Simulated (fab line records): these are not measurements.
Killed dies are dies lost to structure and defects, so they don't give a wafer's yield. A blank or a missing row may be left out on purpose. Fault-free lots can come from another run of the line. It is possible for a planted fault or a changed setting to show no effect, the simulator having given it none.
Problem report in the 8D (eight disciplines) form, filled by code :: flow sky130 :: the parts of the form that need people (team, actions taken, sign-off) are left out

1. THE PROBLEM
At SKY_GATE_OXIDE_SOFTBAKE_06, heater power total W averages 59.02 W over 6 wafers from 2 lots, while fault-free wafers read 56.59 W, standard deviation 0.046. Measured from the usual mean, that is +53 standard deviations.
The step: time 60 s.
First seen on wafer L492.1, day 17 04:03, on litho track-03. Wafers with a number at this step in the record: 42, from 14 lots. Rule for "out" (also "out of limits"): further than 4 standard deviations from the usual mean. All remaining wafers that have a number are taken as sound.

2. WHAT IT IS, WHAT IT ISN'T
question: which readings at this step
is: heater power total W, plate temp C
is not: -

question: which lots
is: L492, L493
is not: L483, L484, L485, L486, L489, L490, L491, L500, L501, L502, L503, L504

question: which wafers of those lots
is: all that have a number
is not: -

question: read on which tools
is: litho track-03
is not: litho track-01, litho track-04

question: when
is: from day 17 04:03
is not: up to then (21 sound wafers); but 15 sound wafers of L500, L501, L502, L503, L504 came after

3. THE SUSPECTS, EACH WITH WHAT RULES IT OUT
Counting: a tool at a process step up to the reading stays a suspect if it ran every lot that is out and no sound lot after the first of them.
- litho track-03 at SKY_GATE_OXIDE_SOFTBAKE_06 (time 60 s): ruled out as a lasting fault. The sound lots L502 went through it after L492, its earliest lot that is out (day 17 04:03).
Left after counting: nothing in the record.

4. THE CAUSE (what the simulator had put in)
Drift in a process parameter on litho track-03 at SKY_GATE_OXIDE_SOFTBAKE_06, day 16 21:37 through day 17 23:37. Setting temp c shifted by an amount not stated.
Counting ruled it out, wrongly.

5. THE CHAIN OF EFFECTS, in route order
Rows list readings where the struck wafers' mean (over those with a number) sits beyond 3 standard deviations from the usual. Only readings whose record carries a usual standard deviation are examined. hours: median over the lots of the time between each lot's start at the first step of this table that gives one and its start at this step. sigmas: the change, counted in usual standard deviations.
hours: 0
step: SKY_GATE_OXIDE_SOFTBAKE_06
reading: heater power total W
usual: 56.59 W
on struck wafers: 59.02
change: +2.43
sigmas: +53

hours: 0
step: SKY_GATE_OXIDE_SOFTBAKE_06
reading: plate temp C
usual: 89.99 C
on struck wafers: 92.74
change: +2.75
sigmas: +25
Process steps it contains:
- SKY_GATE_OXIDE_SOFTBAKE_06: time 60 s.
Later steps that measure or inspect, where all struck wafers having a row at the step show a number for every such reading and not one has moved that far: SKY_CONTACT_BOW_MEAS_05, SKY_METAL1_RS_MEAS_05, SKY_VIA1_THK_MEAS_23.

6. HOW IT WOULD HAVE BEEN CAUGHT EARLIER
In this record no reading fell out of limits until day 17 04:03, 6 hours after the fault had begun at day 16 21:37.
